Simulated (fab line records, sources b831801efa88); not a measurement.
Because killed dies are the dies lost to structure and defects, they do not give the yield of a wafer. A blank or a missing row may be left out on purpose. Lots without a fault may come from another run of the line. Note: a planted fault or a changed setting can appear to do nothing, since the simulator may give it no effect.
Matching of chambers | flow sky130 | SKY_POLY_GATE_ETCH_17 on rie_si-01: 4 sister chambers
The step etches poly-Si in HBr/Cl2, stops on SiO2, target depth 180 nm, time 70.5 s. 4 wafers are shown with their chamber, then 8 later ones without.

## WAFERS PAIRED WITH THEIR CHAMBERS
wafer  | chamber | drypump_motor_current_A (A)
L869.2 | 1       | 4.8
L870.5 | 3       | 6.2
L870.6 | 0       | 5.2
L872.3 | 2       | 4.7

## WAFERS WHOSE CHAMBER IS MISSING
wafer  | drypump_motor_current_A (A)
L872.4 | 6.2
L872.6 | 5.2
L873.3 | 6.2
L873.6 | 6.1
L876.5 | 4.7
L876.6 | 6.1
L878.4 | 6.2
L878.5 | 4.9

## EACH ONE'S CHAMBER
wafer  | from the rows above     | in truth
L872.4 | 3                       | 3
L872.6 | 0                       | 0
L873.3 | 3                       | 3
L873.6 | 3                       | 3
L876.5 | can't be placed: 2 or 1 | 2
L876.6 | 3                       | 3
L878.4 | 3                       | 3
L878.5 | can't be placed: 1 or 2 | 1
Correct placement for 6 of the 8. These rows do not allow placing 2 (true chamber among the candidates in 2). Number placed wrongly: 0.
How it was worked out, from the rows above alone: a wafer's distance from a chamber is the root of the sum, over the readings, of the square of ((its reading less the chamber's mean) divided by the reading's scatter). If the next closest chamber is less than 2 further off than the closest, the wafer can't be placed; otherwise it belongs to the closest. A chamber's mean is the mean of its shown wafers. The scatter: root of mean squared gap, hidden wafer to nearest shown wafer, with one shown wafer a chamber.
